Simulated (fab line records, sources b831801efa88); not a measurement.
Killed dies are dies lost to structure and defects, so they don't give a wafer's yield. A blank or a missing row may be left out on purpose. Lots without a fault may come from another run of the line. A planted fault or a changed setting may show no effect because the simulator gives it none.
Chamber matching | flow sky130 | SKY_VIA1_CMP_02 on cmp-02: 4 sister chambers
The step polishes SiO2. 16 wafers are shown with their chamber, then 8 later ones without.

WAFERS WITH THEIR CHAMBER
wafer  | chamber | motor_current_A (A)
L373.1 | 2       | 13.2
L373.3 | 1       | 10.8
L373.5 | 2       | 13.3
L375.2 | 0       | 11.3
L375.3 | 2       | 13.1
L375.4 | 1       | 10.5
L377.1 | 1       | 11.3
L377.5 | 3       | 10.4
L377.6 | 0       | 10.7
L379.3 | 0       | 10.5
L379.4 | 3       | 10.5
L379.5 | 3       | 10.1
L388.1 | 3       | 10.5
L388.4 | 0       | 10.9
L388.6 | 3       | 10.3
L391.2 | 2       | 13.0

SIGNATURES (means of the wafers above)
reading         | chamber 0 | chamber 1 | chamber 2 | chamber 3 | scatter within a chamber
motor_current_A | 10.850    | 10.867    | 13.150    | 10.360    | 0.264
Rule: a wafer's distance from a chamber is the root of the sum, over the readings, of the square of ((its reading less the chamber's mean) divided by the reading's scatter). The wafer belongs to the nearest chamber; if the next one is less than 2 further off, it can't be placed. The scatter: the root of (the sum of the squares of (reading less its chamber's mean) over the shown wafers, divided by (wafers less chambers)).

WAFERS WITHOUT THEIR CHAMBER
wafer  | motor_current_A (A)
L391.3 | 11.8
L391.6 | 10.1
L394.3 | 12.7
L394.4 | 10.7
L394.5 | 11.2
L393.2 | 11.0
L393.3 | 13.8
L393.5 | 11.1

WHICH CHAMBER EACH WENT THROUGH
wafer  | from the rows above               | in truth
L391.3 | can't be placed: 1 or 0 or 2 or 3 | 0
L391.6 | can't be placed: 3 or 0 or 1      | 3
L394.3 | 2                                 | 2
L394.4 | can't be placed: 0 or 1 or 3      | 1
L394.5 | can't be placed: 1 or 0 or 3      | 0
L393.2 | can't be placed: 1 or 0 or 3      | 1
L393.3 | 2                                 | 2
L393.5 | can't be placed: 1 or 0 or 3      | 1
Placed correctly: 2 of 8. Can't be placed from these rows: 6 (the true chamber is among the candidates in 6). Placed wrongly: 0.
